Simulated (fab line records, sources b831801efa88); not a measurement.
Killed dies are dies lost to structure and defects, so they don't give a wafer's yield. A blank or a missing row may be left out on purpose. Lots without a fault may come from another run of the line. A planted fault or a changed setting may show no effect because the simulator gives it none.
One fault seen from 2 desks | flow sky130 | each desk has only its own numbers; what lay behind them comes last

THE METROLOGY DESK
What the gauges read, lot by lot, whatever tool the lot ran on: means of the sampled wafers that have a number. A lot is out of limits, marked OUT, if its mean lies more than 4 standard deviations from the usual mean; the brackets give that distance.
Columns: A = METAL3_OVL at SKY_METAL3_OVL_MEAS_14, usual 3 nm; B = VIA3_W_RS at SKY_VIA3_RS_MEAS_22, usual 0.297 ohm/sq; C = VIA3_W_THK at SKY_VIA3_THK_MEAS_23, usual 385 nm
lot  | first seen here | A  | B               | C
L661 | day 39 06:52    | 3  | 0.300           | 379
L665 | day 40 03:36    | 7  | 0.295           | 391
L666 | day 40 05:51    | 6  | 0.299           | 388
L667 | day 40 17:23    | 9  | 0.294           | 392
L668 | day 40 19:16    | 1  | 0.296           | 390
L673 | day 42 05:33    | 10 | 0.297           | 383
L677 | day 43 14:29    | 1  | 0.415 (+36) OUT | 305 (-15) OUT
L678 | day 43 18:54    | 3  | 0.298           | 385
L680 | day 43 23:32    | 5  | 0.419 (+37) OUT | 301 (-16) OUT
L682 | day 44 19:02    | 2  | 0.296           | 389
L683 | day 45 03:29    | 0  | 0.417 (+36) OUT | 302 (-16) OUT
This desk's finding: out of limits on L677, L680, L683; first on L677, day 44 15:30 (VIA3_W_RS at SKY_VIA3_RS_MEAS_22). In limits: L661, L665, L666, L667, L668, L673, L678, L682.

THE TOOL OWNER'S DESK: cvd_w-02
The tool's own readings at SKY_VIA3_CVD_21 (deposits W, target thk 390 nm, time 117.31 s): means of the sampled wafers that have a number, for each lot that ran on this tool. A lot is out of limits, marked OUT, if its mean lies more than 4 standard deviations from the usual mean; the brackets give that distance.
Columns: A = heater_power_w at SKY_VIA3_CVD_21, usual 818 W; B = susceptor_temp_C at SKY_VIA3_CVD_21, usual 400.02 C
lot  | first seen here | A   | B
L661 | day 40 09:59    | 726 | 400.20
L665 | day 41 06:41    | 751 | 399.95
L667 | day 41 19:53    | 746 | 399.86
L677 | day 44 15:23    | 772 | 399.88
L680 | day 44 23:38    | 735 | 400.01
L683 | day 46 03:11    | 763 | 399.93
This desk's finding: nothing out of limits on any of the 6 lots.

PUT TOGETHER
The metrology desk could have raised an alarm at day 44 15:30, on L677, L680, L683.
The tool owner's desk saw nothing out of limits.
The tool owner's desk has L677, L680, L683 on record, within its limits.
Of the lots named, all ran SKY_VIA3_CVD_21 on cvd_w-02.

WHAT THE SIMULATOR HAD PUT IN
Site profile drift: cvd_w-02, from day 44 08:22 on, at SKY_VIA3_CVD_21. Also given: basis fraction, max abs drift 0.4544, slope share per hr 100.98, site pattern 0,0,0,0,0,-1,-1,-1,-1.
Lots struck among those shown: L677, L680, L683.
Hours from the fault's start to each desk's first reading out of limits: the metrology desk, 7.
